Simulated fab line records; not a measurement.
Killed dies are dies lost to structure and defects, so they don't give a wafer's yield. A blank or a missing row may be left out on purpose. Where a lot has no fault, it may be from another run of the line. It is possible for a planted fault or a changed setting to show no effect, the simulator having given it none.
fab line records	flow sfqLine	part 1 of 2: steps 1 to 28 of 40
record: lots: 5	wafers: 15	lastDay: 83
route steps=325 shown M5@199 A5B@209 R5@212 I5@228
lots that met no fault: from a run of the same line without faults
startH: hours from the record's first day to the start of the lot's first wafer shown	waitH: how many hours have passed since the lot's step before this one	" the same as in the row above	L1.1+2: one row covering several wafers at once	- either no value or no given start	* or withheld: withheld	< > ~ a bound
route shown NAME@n: a module of which the file shows steps, and the number in the route of the first	usual: mean/standard deviation taken from wafers without a fault	same: alike in all rows	chamber/n: place in a boat	sites: the reading at each site	_std_site: standard deviation of those values	_edge_site: mean of outer sites minus mean of inner sites	radiusMm: how far each site lies from the wafer's centre	mask NAME#n: copy n	behind: the most recent tool/chamber to have shaped the wafer	hold: the reason the lot was held/the length of the hold in hours/how it ended	device: the transistor (n, p or np) that didn't switch	end of line: the route-end tests of the same wafers	where a step has no rows: the recipe by itself	killed: the dies lost at the first sort to structure and to defects; this is not the yield of the wafer	map: a wafer's dies, x killed, . not, _ none there
set.NAME: setting as actually run; set.NAME@STEP: the setting as run at that earlier step	model.NAME: the simulator's own value behind a step, which no gauge read
lots at selected steps of the route; one table per step, one row per wafer
services: when a tool's chamber went out of use (startH, in hours from the record's first day, below 0 if earlier), for how many hours, and the reason
== steps ==
step: SFQ_TRILAYER_M5_LITHO_COAT_123
recipe: resist: KrF	spinRpm: 3000	resistThkNm: 600
lot.wafer	tool	chamber	startH	waitH
L083.1+2+3	lithoTrack-04	0	1371.23	0.2
L090.1+3+4	lithoTrack-03	0	1400.35	0.2
L091.1+4+6	lithoTrack-04	0	1407.93	0.2
L092.1+2+3	lithoTrack-02	0	1412.03	0.2
L097.1+2+3	lithoTrack-04	0	1453.53	0.2
step: SFQ_TRILAYER_M5_LITHO_SOFTBAKE_127
recipe: tempC: withheld	timeS: withheld	resist: KrF
lot.wafer	tool	chamber	startH	waitH
L083.1+2+3	lithoTrack-04	0	1371.53	0.2
L090.1+3+4	lithoTrack-03	0	1400.65	0.2
L091.1+4+6	lithoTrack-04	0	1408.23	0.2
L092.1+2+3	lithoTrack-02	0	1412.33	0.2
L097.1+2+3	lithoTrack-04	0	1453.83	0.2
step: SFQ_TRILAYER_M5_LITHO_EXPOSE_124
recipe: maskId: M5	na: 0.6	sourceShape: conventional	sigmaOuter: 0.65	targetCdNm: 700	doseMj: 14.4
same: sigmaOuter: 0.65
lot.wafer	tool	chamber	startH	waitH	mask
L083.1+2+3	krfScanner-02	0	1476.75	-	M5#0
L090.1+3+4	krfScanner-01	0	1513.87	-	M5#0
L091.1+4+6	krfScanner-02	0	1522.40	-	M5#0
L092.1+2+3	krfScanner-02	0	1523.60	-	M5#0
L097.1+2+3	krfScanner-02	0	1558.40	-	M5#0
step: SFQ_TRILAYER_M5_LITHO_PEB_126
recipe: pebTempC: 115	pebTimeS: 60	resist: KrF
lot.wafer	tool	chamber	startH	waitH
L083.1+2+3	lithoTrack-03	0	1477.95	1.0
L090.1+3+4	lithoTrack-03	0	1515.07	1.0
L091.1+4+6	lithoTrack-03	0	1523.60	1.0
L092.1+2+3	lithoTrack-03	0	1524.80	1.0
L097.1+2+3	lithoTrack-03	0	1559.60	1.0
step: SFQ_TRILAYER_M5_LITHO_DEVELOP_125
recipe: timeS: 60	resist: KrF
lot.wafer	tool	chamber	startH	waitH
L083.1+2+3	lithoTrack-03	0	1478.10	0.1
L090.1+3+4	lithoTrack-03	0	1515.22	0.1
L091.1+4+6	lithoTrack-03	0	1523.75	0.1
L092.1+2+3	lithoTrack-03	0	1524.95	0.1
L097.1+2+3	lithoTrack-03	0	1559.75	0.1
step: SFQ_M5_OVL_MEAS_932
usual: M5_OVL: 2/5.5
lot.wafer	tool	chamber	startH	waitH	M5_OVL[nm]
L083.1	overlay-01	-	1478.25	0.1	13
L083.2	"	-	"	"	1
L083.3	"	-	"	"	4
L090.1	overlay-02	-	1515.37	0.1	-8
L090.3	"	-	"	"	-8
L090.4	"	-	"	"	-11
L091.1	overlay-01	-	1523.90	0.1	0
L091.4	"	-	"	"	0
L091.6	"	-	"	"	-2
L092.1	overlay-01	-	1525.10	0.1	6
L092.2	"	-	"	"	2
L092.3	"	-	"	"	-1
L097.1	overlay-01	-	1559.90	0.1	-2
L097.2	"	-	"	"	5
L097.3	"	-	"	"	-1
step: SFQ_TRILAYER_M5_BARC_OPEN_METAL_ETCH_161
recipe: maskMaterial: PR	chemistry: O2	targetDepthNm: 125	target: BARC	icpW: 600	biasW: 80	pressureMtorr: 10	timeS: 41.7
usual: drypumpMotorCurrentA: 5.9/0.5	oesProductAu: 0.685/0.0048
lot.wafer	tool	chamber	startH	waitH	drypumpMotorCurrentA	oesProductAu	rfHoursCounterH
L083.1	rieMetal-01	0	1478.28	0.0	5.3	0.688	86
L083.2	"	1	"	"	5.7	0.683	60
L083.3	"	1	"	"	5.7	0.688	-
L090.1	rieMetal-04	0	1515.41	0.0	6.2	0.686	34
L090.3	"	0	"	"	6.2	0.680	-
L090.4	"	1	"	"	5.3	0.684	-
L091.1	rieMetal-04	0	1523.93	0.0	6.2	0.681	36
L091.4	"	1	"	"	5.3	0.689	-
L091.6	"	1	"	"	5.3	0.685	-
L092.1	rieMetal-02	0	1525.13	0.0	6.6	0.688	131
L092.2	"	0	"	"	6.6	0.684	-
L092.3	"	0	"	"	6.6	0.690	-
L097.1	rieMetal-02	1	1559.93	0.0	6.0	0.681	52
L097.2	"	0	"	"	6.6	0.682	0
L097.3	"	1	"	"	6.0	0.684	-
step: SFQ_TRILAYER_M5_ETCH_METAL_ETCH_126
recipe: target: Nb	stopOn: SiO2	maskMaterial: PR	overEtchFrac: 0.15	timeS: 203.2	chemistry: Cl2/BCl3	targetDepthNm: 265	icpW: 600	biasW: 80	pressureMtorr: 10
usual: drypumpMotorCurrentA: 5.9/0.5	oesProductAu: 0.727/0.0055
same: overEtchFrac: 0.15
lot.wafer	tool	chamber	startH	waitH	drypumpMotorCurrentA	oesProductAu	rfHoursCounterH
L083.1	rieMetal-01	0	1478.34	0.0	5.3	0.723	86
L083.2	"	1	"	"	5.7	0.719	61
L083.3	"	1	"	"	5.7	0.726	-
L090.1	rieMetal-04	0	1515.47	0.0	6.2	0.732	34
L090.3	"	0	"	"	6.2	0.725	-
L090.4	"	1	"	"	5.3	0.722	-
L091.1	rieMetal-04	0	1523.99	0.0	6.2	0.718	36
L091.4	"	1	"	"	5.3	0.728	-
L091.6	"	1	"	"	5.3	0.734	-
L092.1	rieMetal-02	0	1525.25	0.1	6.6	0.730	131
L092.2	"	0	"	"	6.6	0.728	-
L092.3	"	0	"	"	6.6	0.728	-
L097.1	rieMetal-02	1	1559.99	0.0	5.9	0.727	52
L097.2	"	0	"	"	6.6	0.718	0
L097.3	"	1	"	"	5.9	0.729	-
step: SFQ_TRILAYER_M5_STRIP_STRIP_127
recipe: gas: O2	powerW: 200	platenTempC: 40	overashFraction: 0.65	chemistry: O2	pressureMtorr: 50
usual: drypumpMotorCurrentA: 5.9/0.51	oesProductAu: 0.997/0.0083
lot.wafer	tool	chamber	startH	waitH	drypumpMotorCurrentA	oesProductAu	rfHoursCounterH
L083.1	rieMetal-01	0	1478.54	0.1	5.3	0.999	86
L083.2	"	1	"	"	5.7	1.003	61
L083.3	"	1	"	"	5.6	1.008	-
L090.1	rieMetal-04	0	1515.66	0.1	6.2	0.996	34
L090.3	"	0	"	"	6.2	0.993	-
L090.4	"	1	"	"	5.3	1.010	-
L091.1	rieMetal-04	0	1524.19	0.1	6.2	0.995	36
L091.4	"	1	"	"	5.3	1.006	-
L091.6	"	1	"	"	5.3	1.007	-
L092.1	rieMetal-02	0	1525.64	0.3	6.6	0.989	131
L092.2	"	0	"	"	6.6	1.000	-
L092.3	"	0	"	"	6.6	0.989	-
L097.1	rieMetal-02	1	1560.19	0.1	5.9	0.992	53
L097.2	"	0	"	"	6.6	0.987	0
L097.3	"	1	"	"	5.9	0.995	-
step: SFQ_TRILAYER_M5_STRIP_SOLV_CLEAN_128
recipe: chemistry: NMP	tempC: 70	timeS: 600
lot.wafer	tool	chamber	startH	waitH
L083.1+2+3	wetBench-03	4,2,0	1479.14	0.4
L090.1+3+4	wetBench-03	0,1,4	1516.26	0.4
L091.1+4+6	wetBench-04	7,2,0	1524.79	0.4
L092.1+2+3	wetBench-01	5,4,7	1526.84	1.0
L097.1+2+3	wetBench-03	3,7,1	1560.79	0.4
step: SFQ_TRILAYER_A5B_DEP_PECVD_129
recipe: material: SiO2	tempC: 150	timeS: 133.33	pressureTorr: 2.4	rfW: 183.3	precursor: SiH4/N2O	targetThkNm: 600
usual: heaterPowerW: 77/11	throttleValvePct: 24.3/1.5
lot.wafer	tool	chamber	startH	waitH	heaterPowerW	sinceWetCleanH	throttleValvePct
L083.1	pecvd-04	1	1479.31	0.0	90	149	22.3
L083.2	"	2	"	"	84	149	23.4
L083.3	"	0	"	"	73	149	23.3
L090.1	pecvd-04	2	1516.61	0.0	81	186	23.4
L090.3	"	0	"	"	75	186	23.5
L090.4	"	2	"	"	85	-	23.5
L091.1	pecvd-02	2	1524.96	0.0	85	1317	27.0
L091.4	"	2	"	"	88	-	27.6
L091.6	"	1	"	"	64	-	23.9
L092.1	pecvd-02	2	1527.02	0.0	73	1319	27.3
L092.2	"	1	"	"	60	1319	24.1
L092.3	"	0	"	"	67	1319	24.5
L097.1	pecvd-02	1	1560.96	0.0	57	1353	23.9
L097.2	"	2	"	"	87	1353	27.3
L097.3	"	0	"	"	74	1353	24.7
step: SFQ_TRILAYER_A5B_CMP_CMP_130
recipe: stopOn: Nb	downForcePsi: 3	platenRpm: 60	targetThkNm: 340.7
usual: motorCurrentA: 10.7/0.54
lot.wafer	tool	chamber	startH	waitH	motorCurrentA
L083.2	cmp-01	1	1485.20	5.8	11.0
L083.3	"	3	1486.20	6.8	11.0
L083.1	"	0	"	"	10.9
L090.4	cmp-01	3	1522.45	5.7	10.8
L090.1	"	0	"	"	10.6
L090.3	"	2	1523.95	7.3	10.6
L091.1	cmp-01	0	1531.45	6.4	10.5
L091.4	"	2	1532.45	7.4	10.5
L091.6	"	0	1533.45	8.4	10.8
L092.2	cmp-02	2	1537.70	10.6	11.9
L092.3	"	3	"	"	10.6
L092.1	"	0	"	"	10.2
L097.1	cmp-01	1	1562.99	2.0	10.7
L097.2	"	3	1563.99	3.0	10.6
L097.3	"	0	"	"	10.4
step: SFQ_TRILAYER_A5B_METRO_MEASURE_131
usual: thkNm: 342/4.6
lot.wafer	tool	chamber	startH	waitH	thkNm
L083.1	filmMetro-01	-	1488.20	1.0	346
L083.2	"	-	"	"	347
L083.3	"	-	"	"	340
L090.1	filmMetro-01	-	1525.45	2.0	342
L090.3	"	-	"	"	344
L090.4	"	-	"	"	343
L091.1	filmMetro-04	-	1534.45	2.5	340
L091.4	"	-	"	"	339
L091.6	"	-	"	"	348
L092.1	filmMetro-01	-	1540.70	1.5	339
L092.2	"	-	"	"	333
L092.3	"	-	"	"	340
L097.1	filmMetro-02	-	1565.99	2.5	346
L097.2	"	-	"	"	339
L097.3	"	-	"	"	344
step: SFQ_TRILAYER_R5_DEP_SPUTTER_132
recipe: material: Ti	basePressurePa: 1.33e-06	targetThkNm: 5	powerW: 2000	timeS: 5	chamberPressurePa: 0.4
usual: throttleValvePct: 29.8/0.84
lot.wafer	tool	chamber	startH	waitH	throttleValvePct
L083.1	pvdSputter-06	-	1489.40	1.0	29.2
L083.2	"	-	"	"	29.3
L083.3	"	-	"	"	29.1
L090.1	pvdSputter-06	-	1526.65	1.0	29.2
L090.3	"	-	"	"	29.1
L090.4	"	-	"	"	29.4
L091.1	pvdSputter-03	-	1535.65	1.0	31.5
L091.4	"	-	"	"	31.5
L091.6	"	-	"	"	30.6
L092.1	pvdSputter-04	-	1541.90	1.0	30.4
L092.2	"	-	"	"	29.2
L092.3	"	-	"	"	30.2
L097.1	pvdSputter-06	-	1567.19	1.0	28.7
L097.2	"	-	"	"	29.2
L097.3	"	-	"	"	29.4
step: SFQ_TRILAYER_R5_DEP_SPUTTER_133
recipe: material: MoNx	basePressurePa: 1.33e-06	targetThkNm: 40	powerW: 1000	timeS: 66.7	chamberPressurePa: 0.4
usual: throttleValvePct: 29.7/0.84
lot.wafer	tool	chamber	startH	waitH	throttleValvePct
L083.1	pvdSputter-06	-	1489.41	0.0	29.1
L083.2	"	-	"	"	29.1
L083.3	"	-	"	"	29.4
L090.1	pvdSputter-06	-	1526.67	0.0	29.3
L090.3	"	-	"	"	29.2
L090.4	"	-	"	"	29.4
L091.1	pvdSputter-03	-	1535.67	0.0	31.9
L091.4	"	-	"	"	31.7
L091.6	"	-	"	"	30.4
L092.1	pvdSputter-04	-	1541.92	0.0	30.4
L092.2	"	-	"	"	29.1
L092.3	"	-	"	"	29.7
L097.1	pvdSputter-06	-	1567.21	0.0	29.3
L097.2	"	-	"	"	29.3
L097.3	"	-	"	"	29.6
step: SFQ_TRILAYER_R5_DEP_SPUTTER_134
recipe: material: Ti	basePressurePa: 1.33e-06	targetThkNm: 5	powerW: 2000	timeS: 5	chamberPressurePa: 0.4
usual: throttleValvePct: 29.7/0.85
lot.wafer	tool	chamber	startH	waitH	throttleValvePct
L083.1	pvdSputter-06	-	1489.47	0.0	29.2
L083.2	"	-	"	"	29.3
L083.3	"	-	"	"	29.6
L090.1	pvdSputter-06	-	1526.72	0.0	29.4
L090.3	"	-	"	"	29.2
L090.4	"	-	"	"	29.3
L091.1	pvdSputter-03	-	1535.72	0.0	32.0
L091.4	"	-	"	"	31.9
L091.6	"	-	"	"	30.4
L092.1	pvdSputter-04	-	1541.97	0.0	30.2
L092.2	"	-	"	"	29.2
L092.3	"	-	"	"	30.1
L097.1	pvdSputter-06	-	1567.26	0.0	29.1
L097.2	"	-	"	"	29.2
L097.3	"	-	"	"	29.2
step: SFQ_R5_RS_MEAS_933
recipe: thkMeasGauge: four-point-probe	reads: Ti_of_TRILAYER_R5_DEP_SPUTTER_134+MoNx_of_TRILAYER_R5_DEP_SPUTTER_133+Ti_of_TRILAYER_R5_DEP_SPUTTER_132
usual: R5_MONX_RS: 7.05/0.061
lot.wafer	tool	chamber	startH	waitH	R5_MONX_RS[ohm/sq]
L083.1	filmMetro-02	-	1489.49	0.0	7.09
L083.2	"	-	"	"	7.07
L083.3	"	-	"	"	7.04
L090.1	filmMetro-02	-	1526.74	0.0	7.12
L090.3	"	-	"	"	7.04
L090.4	"	-	"	"	7.08
L091.1	filmMetro-02	-	1535.74	0.0	7.00
L091.4	"	-	"	"	7.03
L091.6	"	-	"	"	7.06
L092.1	filmMetro-02	-	1541.99	0.0	6.94
L092.2	"	-	"	"	6.97
L092.3	"	-	"	"	6.95
L097.1	filmMetro-01	-	1567.28	0.0	7.08
L097.2	"	-	"	"	7.08
L097.3	"	-	"	"	7.08
step: SFQ_R5_THK_MEAS_934
recipe: thkMeasGauge: xrf	reads: MoNx_of_TRILAYER_R5_DEP_SPUTTER_133
usual: R5_MONX_THK: 39.4/0.42
lot.wafer	tool	chamber	startH	waitH	R5_MONX_THK[nm]
L083.1	filmMetro-02	-	1489.61	0.1	39.3
L083.2	"	-	"	"	39.2
L083.3	"	-	"	"	39.2
L090.1	filmMetro-02	-	1526.86	0.1	39.2
L090.3	"	-	"	"	40.0
L090.4	"	-	"	"	39.6
L091.1	filmMetro-02	-	1535.86	0.1	39.7
L091.4	"	-	"	"	39.3
L091.6	"	-	"	"	39.3
L092.1	filmMetro-02	-	1542.11	0.1	39.6
L092.2	"	-	"	"	39.4
L092.3	"	-	"	"	40.0
L097.1	filmMetro-01	-	1567.40	0.1	39.5
L097.2	"	-	"	"	39.6
L097.3	"	-	"	"	39.7
step: SFQ_TRILAYER_R5_LITHO_COAT_141
recipe: resist: BARC	spinRpm: 3000	resistThkNm: 62
lot.wafer	tool	chamber	startH	waitH
L083.1+2+3	lithoTrack-02	0	1489.67	0.1
L090.1+3+4	lithoTrack-02	0	1526.92	0.1
L091.1+4+6	lithoTrack-02	0	1535.92	0.1
L092.1+2+3	lithoTrack-02	0	1542.17	0.1
L097.1+2+3	lithoTrack-02	0	1567.46	0.1
step: SFQ_TRILAYER_R5_LITHO_COAT_136
recipe: resist: KrF	spinRpm: 3000	resistThkNm: 600
lot.wafer	tool	chamber	startH	waitH
L083.1+2+3	lithoTrack-02	0	1489.97	0.2
L090.1+3+4	lithoTrack-02	0	1527.22	0.2
L091.1+4+6	lithoTrack-02	0	1536.22	0.2
L092.1+2+3	lithoTrack-02	0	1542.47	0.2
L097.1+2+3	lithoTrack-02	0	1567.76	0.2
step: SFQ_TRILAYER_R5_LITHO_SOFTBAKE_140
recipe: tempC: withheld	timeS: withheld	resist: KrF
lot.wafer	tool	chamber	startH	waitH
L083.1+2+3	lithoTrack-02	0	1490.27	0.2
L090.1+3+4	lithoTrack-02	0	1527.52	0.2
L091.1+4+6	lithoTrack-02	0	1536.52	0.2
L092.1+2+3	lithoTrack-02	0	1542.77	0.2
L097.1+2+3	lithoTrack-02	0	1568.06	0.2
step: SFQ_TRILAYER_R5_LITHO_EXPOSE_137
recipe: maskId: R5	na: 0.6	sourceShape: conventional	sigmaOuter: 0.65	targetCdNm: 500	doseMj: 14.4
same: sigmaOuter: 0.65
lot.wafer	tool	chamber	startH	waitH	mask
L083.1+2+3	krfScanner-01	0	1598.12	-	R5#0
L090.1+3+4	krfScanner-01	0	1637.72	-	R5#0
L091.1+4+6	krfScanner-01	0	1643.72	-	R5#0
L092.1+2+3	krfScanner-01	0	1653.32	-	R5#0
L097.1+2+3	krfScanner-01	0	1676.02	-	R5#0
step: SFQ_TRILAYER_R5_LITHO_PEB_139
recipe: pebTempC: 115	pebTimeS: 60	resist: KrF
lot.wafer	tool	chamber	startH	waitH
L083.1+2+3	lithoTrack-01	0	1599.32	1.0
L090.1+3+4	lithoTrack-01	0	1638.92	1.0
L091.1+4+6	lithoTrack-04	0	1644.92	1.0
L092.1+2+3	lithoTrack-01	0	1654.52	1.0
L097.1+2+3	lithoTrack-01	0	1677.22	1.0
step: SFQ_TRILAYER_R5_LITHO_DEVELOP_138
recipe: timeS: 60	resist: KrF
lot.wafer	tool	chamber	startH	waitH
L083.1+2+3	lithoTrack-01	0	1599.47	0.1
L090.1+3+4	lithoTrack-01	0	1639.07	0.1
L091.1+4+6	lithoTrack-04	0	1645.07	0.1
L092.1+2+3	lithoTrack-01	0	1654.67	0.1
L097.1+2+3	lithoTrack-01	0	1677.37	0.1
step: SFQ_R5_OVL_MEAS_935
usual: R5_OVL: 0/4.6
lot.wafer	tool	chamber	startH	waitH	R5_OVL[nm]
L083.1	overlay-02	-	1599.62	0.1	-5
L083.2	"	-	"	"	-5
L083.3	"	-	"	"	-6
L090.1	overlay-01	-	1639.22	0.1	-6
L090.3	"	-	"	"	-4
L090.4	"	-	"	"	-8
L091.1	overlay-01	-	1645.22	0.1	-5
L091.4	"	-	"	"	-6
L091.6	"	-	"	"	-1
L092.1	overlay-01	-	1654.82	0.1	3
L092.2	"	-	"	"	0
L092.3	"	-	"	"	6
L097.1	overlay-02	-	1677.52	0.1	-2
L097.2	"	-	"	"	1
L097.3	"	-	"	"	1
step: SFQ_TRILAYER_R5_BARC_OPEN_METAL_ETCH_177
recipe: maskMaterial: PR	chemistry: O2	targetDepthNm: 125	target: BARC	icpW: 600	biasW: 80	pressureMtorr: 10	timeS: 41.7
usual: drypumpMotorCurrentA: 5.6/0.41	oesProductAu: 0.685/0.0049
lot.wafer	tool	chamber	startH	waitH	drypumpMotorCurrentA	oesProductAu	rfHoursCounterH
L083.1	rieMetal-01	1	1599.66	0.0	5.7	0.682	75
L083.2	"	0	"	"	5.3	0.691	100
L083.3	"	0	"	"	5.3	0.677	-
L090.1	rieMetal-04	1	1639.26	0.0	5.3	0.684	66
L090.3	"	1	"	"	5.3	0.693	-
L090.4	"	0	"	"	6.2	0.685	-
L091.1	rieMetal-04	0	1645.26	0.0	6.2	0.683	51
L091.4	"	1	"	"	5.3	0.679	-
L091.6	"	1	"	"	5.3	0.686	-
L092.1	rieMetal-04	0	1654.86	0.0	6.2	0.691	53
L092.2	"	1	"	"	5.3	0.685	69
L092.3	"	0	"	"	6.2	0.678	-
L097.1	rieMetal-04	1	1677.56	0.0	5.3	0.682	73
L097.2	"	0	"	"	6.2	0.691	57
L097.3	"	1	"	"	5.3	0.691	-
step: SFQ_TRILAYER_R5_ETCH_METAL_ETCH_139
recipe: stopOn: SiO2	maskMaterial: PR	chemistry: Cl2	targetDepthNm: 60	icpW: 600	biasW: 80	pressureMtorr: 10	timeS: 40
usual: drypumpMotorCurrentA: 5.6/0.41	oesProductAu: 0.990/0.006
lot.wafer	tool	chamber	startH	waitH	drypumpMotorCurrentA	oesProductAu	rfHoursCounterH
L083.1	rieMetal-01	1	1599.72	0.0	5.7	0.989	75
L083.2	"	0	"	"	5.3	0.996	100
L083.3	"	0	"	"	5.3	0.986	-
L090.1	rieMetal-04	1	1639.32	0.0	5.3	0.990	66
L090.3	"	1	"	"	5.3	0.987	-
L090.4	"	0	"	"	6.2	0.986	-
L091.1	rieMetal-04	0	1645.32	0.0	6.2	0.995	51
L091.4	"	1	"	"	5.3	0.994	-
L091.6	"	1	"	"	5.3	0.986	-
L092.1	rieMetal-04	0	1654.92	0.0	6.2	0.993	53
L092.2	"	1	"	"	5.3	1.006	69
L092.3	"	0	"	"	6.2	0.992	-
L097.1	rieMetal-04	1	1677.62	0.0	5.3	0.995	73
L097.2	"	0	"	"	6.2	0.991	57
L097.3	"	1	"	"	5.3	0.993	-
step: SFQ_TRILAYER_R5_STRIP_STRIP_140
recipe: gas: O2	powerW: 200	platenTempC: 40	overashFraction: 0.65	chemistry: O2	pressureMtorr: 50
usual: drypumpMotorCurrentA: 5.6/0.41	oesProductAu: 1.001/0.0091
lot.wafer	tool	chamber	startH	waitH	drypumpMotorCurrentA	oesProductAu	rfHoursCounterH
L083.1	rieMetal-01	1	1599.78	0.0	5.6	1.003	75
L083.2	"	0	"	"	5.3	0.998	100
L083.3	"	0	"	"	5.3	1.000	-
L090.1	rieMetal-04	1	1639.38	0.0	5.3	1.014	66
L090.3	"	1	"	"	5.3	1.020	-
L090.4	"	0	"	"	6.2	0.991	-
L091.1	rieMetal-04	0	1645.38	0.0	6.2	1.010	51
L091.4	"	1	"	"	5.3	1.009	-
L091.6	"	1	"	"	5.3	1.014	-
L092.1	rieMetal-04	0	1654.98	0.0	6.2	0.992	53
L092.2	"	1	"	"	5.3	1.014	69
L092.3	"	0	"	"	6.2	0.999	-
L097.1	rieMetal-04	1	1677.68	0.0	5.3	1.011	73
L097.2	"	0	"	"	6.2	0.998	57
L097.3	"	1	"	"	5.3	1.001	-
